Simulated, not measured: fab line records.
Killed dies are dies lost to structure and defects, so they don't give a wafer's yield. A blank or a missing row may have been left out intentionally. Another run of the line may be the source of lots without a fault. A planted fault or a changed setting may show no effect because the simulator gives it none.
The same fault as seen by 2 desks | flow sky130 | each desk holds nothing but its own numbers, with what lay behind them at the end

== TOOL OWNER'S DESK, litho track-02 ==
The tool's own readings at SKY_VT_ADJUST_HVTP_DEVELOP_06 (develop time 60 s): means of the sampled wafers that have a number, for each lot that ran on this tool. A lot is out of limits, marked OUT, if its mean lies more than 4 standard deviations from the usual mean; the brackets give that distance.
Columns: A = chill plate temp C at SKY_VT_ADJUST_HVTP_DEVELOP_06, usual 22.99 C; B = developer temp C at SKY_VT_ADJUST_HVTP_DEVELOP_06, usual 23.00 C
lot  | first seen here | A     | B
L455 | day 8 20:14     | 23.04 | 22.89
L458 | day 9 09:13     | 23.16 | 23.07
L459 | day 9 16:23     | 22.95 | 23.91 (+8.2) OUT
L461 | day 10 06:25    | 23.05 | 23.83 (+7.5) OUT
This desk's verdict: out of limits on L459, L461, starting with L459 at day 9 16:23 (developer temp C at SKY_VT_ADJUST_HVTP_DEVELOP_06). In limits: L455, L458.

== FROM THE METROLOGY DESK ==
What the gauges read for every lot (on any tool): the sampled wafers with a number, averaged. A lot is out of limits, marked OUT, if its mean lies more than 4 standard deviations from the usual mean; the brackets give that distance.
Columns: A = NWELL_01_OVL at SKY_NWELL_OVL_MEAS_23, usual -0.6 nm; B = VT_ADJUST_HVTP_OVL at SKY_VT_ADJUST_HVTP_OVL_MEAS_08, usual -0.6 nm
lot  | first seen here | A    | B
L445 | day 5 06:40     | -0.9 | -0.2
L446 | day 5 08:58     | -2.7 | -2.3
L447 | day 5 14:22     | -1.0 | -0.8
L451 | day 6 16:19     | 0.7  | 1.7
L453 | day 7 21:25     | -0.2 | -1.6
L455 | day 7 23:28     | -1.7 | 0.0
L458 | day 8 12:10     | -0.8 | -0.5
L459 | day 8 18:31     | -1.6 | -1.4
L461 | day 9 07:43     | -0.7 | 2.0
L465 | day 10 07:07    | -2.0 | -0.1
L466 | day 10 13:04    | 0.3  | 2.1
L467 | day 10 18:58    | -0.6 | -0.7
L468 | day 11 03:31    | -1.4 | -2.2
This desk's finding: nothing out of limits on any of the 13 lots.

== TAKEN TOGETHER ==
An alarm could have come from the tool owner's desk at day 9 16:23, on L459, L461.
From the metrology desk's view, nothing was out of limits.
The metrology desk holds a record of L459, L461, inside its limits.
Every lot named ran SKY_VT_ADJUST_HVTP_DEVELOP_06 on litho track-02.

== WHAT WAS PUT IN BY THE SIMULATOR ==
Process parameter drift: litho track-02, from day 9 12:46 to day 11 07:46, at SKY_VT_ADJUST_HVTP_DEVELOP_06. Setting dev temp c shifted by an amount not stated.
Lots struck among those shown: L459, L461.
Each desk's first reading out of limits, in hours after the fault started: the tool owner's desk, 4.
